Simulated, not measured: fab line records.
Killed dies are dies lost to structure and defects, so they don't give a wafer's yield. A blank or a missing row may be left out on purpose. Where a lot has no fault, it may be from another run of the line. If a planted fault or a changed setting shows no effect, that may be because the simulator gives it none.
The tool behind it: which one? || flow gf180mcu || 42 wafers from 14 lots sampled at 4 of the route's 602 steps

## WHAT THE GAUGES READ, wafer by wafer
GF_V2_BOW_MEAS_05. Usual: for V2_BOW the level is 100 um and the standard deviation is 8.7.
{"lot": "L568", "measured": "day 19 03:01", "on": "film_metro-04", "V2_BOW (um)": "92 101 102", "flag": ""}
{"lot": "L569", "measured": "day 19 11:17", "on": "film_metro-03", "V2_BOW (um)": "104 99 95", "flag": ""}
{"lot": "L572", "measured": "day 20 16:11", "on": "film_metro-01", "V2_BOW (um)": "87 96 91", "flag": ""}
{"lot": "L574", "measured": "day 21 13:44", "on": "film_metro-04", "V2_BOW (um)": "97 99 94", "flag": ""}
{"lot": "L575", "measured": "day 22 01:22", "on": "film_metro-03", "V2_BOW (um)": "91 111 94", "flag": ""}
{"lot": "L577", "measured": "day 22 11:38", "on": "film_metro-04", "V2_BOW (um)": "108 117 113", "flag": ""}
{"lot": "L578", "measured": "day 23 11:07", "on": "film_metro-01", "V2_BOW (um)": "96 95 90", "flag": ""}
{"lot": "L579", "measured": "day 23 20:47", "on": "film_metro-04", "V2_BOW (um)": "85 91 100", "flag": ""}
{"lot": "L585", "measured": "day 25 08:46", "on": "film_metro-01", "V2_BOW (um)": "98 95 110", "flag": ""}
{"lot": "L586", "measured": "day 25 18:23", "on": "film_metro-03", "V2_BOW (um)": "121 110 114", "flag": ""}
{"lot": "L587", "measured": "day 25 20:55", "on": "film_metro-04", "V2_BOW (um)": "98 100 90", "flag": ""}
{"lot": "L589", "measured": "day 26 13:02", "on": "film_metro-03", "V2_BOW (um)": "106 95 101", "flag": ""}
{"lot": "L590", "measured": "day 26 18:48", "on": "film_metro-03", "V2_BOW (um)": "100 94 97", "flag": ""}
{"lot": "L591", "measured": "day 27 03:30", "on": "film_metro-03", "V2_BOW (um)": "112 126 126", "flag": ""}

GF_V2_OVL_MEAS_15. Usual: for V2_OVL the level is -4 nm and the standard deviation is 5.2.
{"lot": "L568", "measured": "day 20 03:21", "on": "overlay-01", "V2_OVL (nm)": "-6 -2 4", "flag": ""}
{"lot": "L569", "measured": "day 20 11:55", "on": "overlay-01", "V2_OVL (nm)": "10 -4 -5", "flag": ""}
{"lot": "L572", "measured": "day 21 16:30", "on": "overlay-01", "V2_OVL (nm)": "0 -3 3", "flag": ""}
{"lot": "L574", "measured": "day 22 14:09", "on": "overlay-02", "V2_OVL (nm)": "2 -11 0", "flag": ""}
{"lot": "L575", "measured": "day 23 01:08", "on": "overlay-01", "V2_OVL (nm)": "-6 -6 -10", "flag": ""}
{"lot": "L577", "measured": "day 23 11:03", "on": "overlay-02", "V2_OVL (nm)": "-3 -2 -3", "flag": ""}
{"lot": "L578", "measured": "day 24 10:23", "on": "overlay-02", "V2_OVL (nm)": "-9 -8 1", "flag": ""}
{"lot": "L579", "measured": "day 24 19:24", "on": "overlay-01", "V2_OVL (nm)": "-2 5 7", "flag": ""}
{"lot": "L585", "measured": "day 26 06:11", "on": "overlay-02", "V2_OVL (nm)": "-2 -6 -9", "flag": ""}
{"lot": "L586", "measured": "day 26 15:01", "on": "overlay-01", "V2_OVL (nm)": "2 3 -4", "flag": ""}
{"lot": "L587", "measured": "day 26 17:48", "on": "overlay-01", "V2_OVL (nm)": "-11 -9 -10", "flag": ""}
{"lot": "L589", "measured": "day 27 10:03", "on": "overlay-02", "V2_OVL (nm)": "-13 -5 -6", "flag": ""}
{"lot": "L590", "measured": "day 27 15:11", "on": "overlay-01", "V2_OVL (nm)": "-14 -11 -12", "flag": ""}
{"lot": "L591", "measured": "day 27 23:28", "on": "overlay-01", "V2_OVL (nm)": "-11 -12 -5", "flag": ""}

## WHAT TOOL EACH LOT RAN ON (gives the tool, then ch and the chambers of the sampled wafers, and finally the start)
{"lot": "L568", "GF_PSD_IMPLANT_09": "implanter-03 ch 0, day 14 02:05", "GF_M2_SPUTTER_00": "pvd_sputter-01, day 18 01:01"}
{"lot": "L569", "GF_PSD_IMPLANT_09": "implanter-03 ch 0, day 14 10:32", "GF_M2_SPUTTER_00": "pvd_sputter-01, day 18 09:17"}
{"lot": "L572", "GF_PSD_IMPLANT_09": "implanter-02 ch 0, day 15 11:17", "GF_M2_SPUTTER_00": "pvd_sputter-02, day 19 13:55"}
{"lot": "L574", "GF_PSD_IMPLANT_09": "implanter-03 ch 0, day 16 07:29", "GF_M2_SPUTTER_00": "pvd_sputter-04, day 20 11:40"}
{"lot": "L575", "GF_PSD_IMPLANT_09": "implanter-02 ch 0, day 16 18:08", "GF_M2_SPUTTER_00": "pvd_sputter-02, day 20 23:54"}
{"lot": "L577", "GF_PSD_IMPLANT_09": "implanter-03 ch 0, day 17 04:32", "GF_M2_SPUTTER_00": "pvd_sputter-01, day 21 10:45"}
{"lot": "L578", "GF_PSD_IMPLANT_09": "implanter-03 ch 0, day 18 04:05", "GF_M2_SPUTTER_00": "pvd_sputter-04, day 22 10:18"}
{"lot": "L579", "GF_PSD_IMPLANT_09": "implanter-03 ch 0, day 18 15:53", "GF_M2_SPUTTER_00": "pvd_sputter-02, day 22 20:50"}
{"lot": "L585", "GF_PSD_IMPLANT_09": "implanter-02 ch 0, day 20 04:19", "GF_M2_SPUTTER_00": "pvd_sputter-01, day 24 09:07"}
{"lot": "L586", "GF_PSD_IMPLANT_09": "implanter-01 ch 0, day 20 16:19", "GF_M2_SPUTTER_00": "pvd_sputter-02, day 24 18:57"}
{"lot": "L587", "GF_PSD_IMPLANT_09": "implanter-02 ch 0, day 20 18:44", "GF_M2_SPUTTER_00": "pvd_sputter-02, day 24 21:23"}
{"lot": "L589", "GF_PSD_IMPLANT_09": "implanter-02 ch 0, day 21 14:38", "GF_M2_SPUTTER_00": "pvd_sputter-02, day 25 15:05"}
{"lot": "L590", "GF_PSD_IMPLANT_09": "implanter-03 ch 0, day 21 20:10", "GF_M2_SPUTTER_00": "pvd_sputter-04, day 25 20:37"}
{"lot": "L591", "GF_PSD_IMPLANT_09": "implanter-02 ch 0, day 22 06:16", "GF_M2_SPUTTER_00": "pvd_sputter-04, day 26 05:04"}
- GF_PSD_IMPLANT_09
- GF_M2_SPUTTER_00: material Ti, target thk 37.5 nm, time 150 s.

## AS READ BY THE TOOLS THEMSELVES (means over the sampled wafers that have a number; for cases with no such wafer, the mark the record gives instead)
GF_PSD_IMPLANT_09. Usual: beam_energy_keV 40.000, standard deviation 0.013; tilt_deg 6.995 degrees, standard deviation 0.018.
{"lot": "L568", "tool": "implanter-03", "beam_energy_keV": 39.984, "tilt_deg (degrees)": 7.016, "flag": ""}
{"lot": "L569", "tool": "implanter-03", "beam_energy_keV": 40.010, "tilt_deg (degrees)": 6.991, "flag": ""}
{"lot": "L572", "tool": "implanter-02", "beam_energy_keV": 40.004, "tilt_deg (degrees)": 6.999, "flag": ""}
{"lot": "L574", "tool": "implanter-03", "beam_energy_keV": 40.011, "tilt_deg (degrees)": 6.998, "flag": ""}
{"lot": "L575", "tool": "implanter-02", "beam_energy_keV": 39.989, "tilt_deg (degrees)": 6.993, "flag": ""}
{"lot": "L577", "tool": "implanter-03", "beam_energy_keV": 39.987, "tilt_deg (degrees)": 6.958, "flag": ""}
{"lot": "L578", "tool": "implanter-03", "beam_energy_keV": 40.601, "tilt_deg (degrees)": 7.006, "flag": "OFF"}
{"lot": "L579", "tool": "implanter-03", "beam_energy_keV": 40.580, "tilt_deg (degrees)": 6.988, "flag": "OFF"}
{"lot": "L585", "tool": "implanter-02", "beam_energy_keV": 40.000, "tilt_deg (degrees)": 7.003, "flag": ""}
{"lot": "L586", "tool": "implanter-01", "beam_energy_keV": 40.008, "tilt_deg (degrees)": 6.979, "flag": ""}
{"lot": "L587", "tool": "implanter-02", "beam_energy_keV": 39.993, "tilt_deg (degrees)": 6.991, "flag": ""}
{"lot": "L589", "tool": "implanter-02", "beam_energy_keV": 40.008, "tilt_deg (degrees)": 7.026, "flag": ""}
{"lot": "L590", "tool": "implanter-03", "beam_energy_keV": 39.995, "tilt_deg (degrees)": 6.990, "flag": ""}
{"lot": "L591", "tool": "implanter-02", "beam_energy_keV": 39.999, "tilt_deg (degrees)": 7.004, "flag": ""}

GF_M2_SPUTTER_00. Usual: throttle_valve_pct at 30.3 %, with a standard deviation of 1.1.
{"lot": "L568", "tool": "pvd_sputter-01", "throttle_valve_pct (%)": 29.8, "flag": ""}
{"lot": "L569", "tool": "pvd_sputter-01", "throttle_valve_pct (%)": 30.1, "flag": ""}
{"lot": "L572", "tool": "pvd_sputter-02", "throttle_valve_pct (%)": 30.7, "flag": ""}
{"lot": "L574", "tool": "pvd_sputter-04", "throttle_valve_pct (%)": 30.0, "flag": ""}
{"lot": "L575", "tool": "pvd_sputter-02", "throttle_valve_pct (%)": 30.8, "flag": ""}
{"lot": "L577", "tool": "pvd_sputter-01", "throttle_valve_pct (%)": 29.9, "flag": ""}
{"lot": "L578", "tool": "pvd_sputter-04", "throttle_valve_pct (%)": 29.6, "flag": ""}
{"lot": "L579", "tool": "pvd_sputter-02", "throttle_valve_pct (%)": 31.3, "flag": ""}
{"lot": "L585", "tool": "pvd_sputter-01", "throttle_valve_pct (%)": 29.8, "flag": ""}
{"lot": "L586", "tool": "pvd_sputter-02", "throttle_valve_pct (%)": 30.6, "flag": ""}
{"lot": "L587", "tool": "pvd_sputter-02", "throttle_valve_pct (%)": 30.6, "flag": ""}
{"lot": "L589", "tool": "pvd_sputter-02", "throttle_valve_pct (%)": 31.2, "flag": ""}
{"lot": "L590", "tool": "pvd_sputter-04", "throttle_valve_pct (%)": 29.4, "flag": ""}
{"lot": "L591", "tool": "pvd_sputter-04", "throttle_valve_pct (%)": 29.2, "flag": ""}

## THE ANSWER, worked out from the rows above alone
Rule: a lot counts as off when the mean over its wafers that have a number is more than 3 standard deviations away from the usual mean. Also off: a lot with no number at a reading for which 4 or more lots have one. Where the step has rows for the other lots, those lots are counted as sound. Order of review: gauges by route order, followed by the tools' own readings, for which a lot's mean as printed above is used. The first step at which some lot is off is used, and at that step the reading that is off furthest; a lot without a number counts as furthest.
Off: L578, L579 (GF_PSD_IMPLANT_09, beam_energy_keV).
A tool fits if, at that step or a process step before it, it ran every lot that is off, and no sound lot after the first of them. Of those tried, none fits.

## WHAT THE SIMULATOR HAD INSERTED
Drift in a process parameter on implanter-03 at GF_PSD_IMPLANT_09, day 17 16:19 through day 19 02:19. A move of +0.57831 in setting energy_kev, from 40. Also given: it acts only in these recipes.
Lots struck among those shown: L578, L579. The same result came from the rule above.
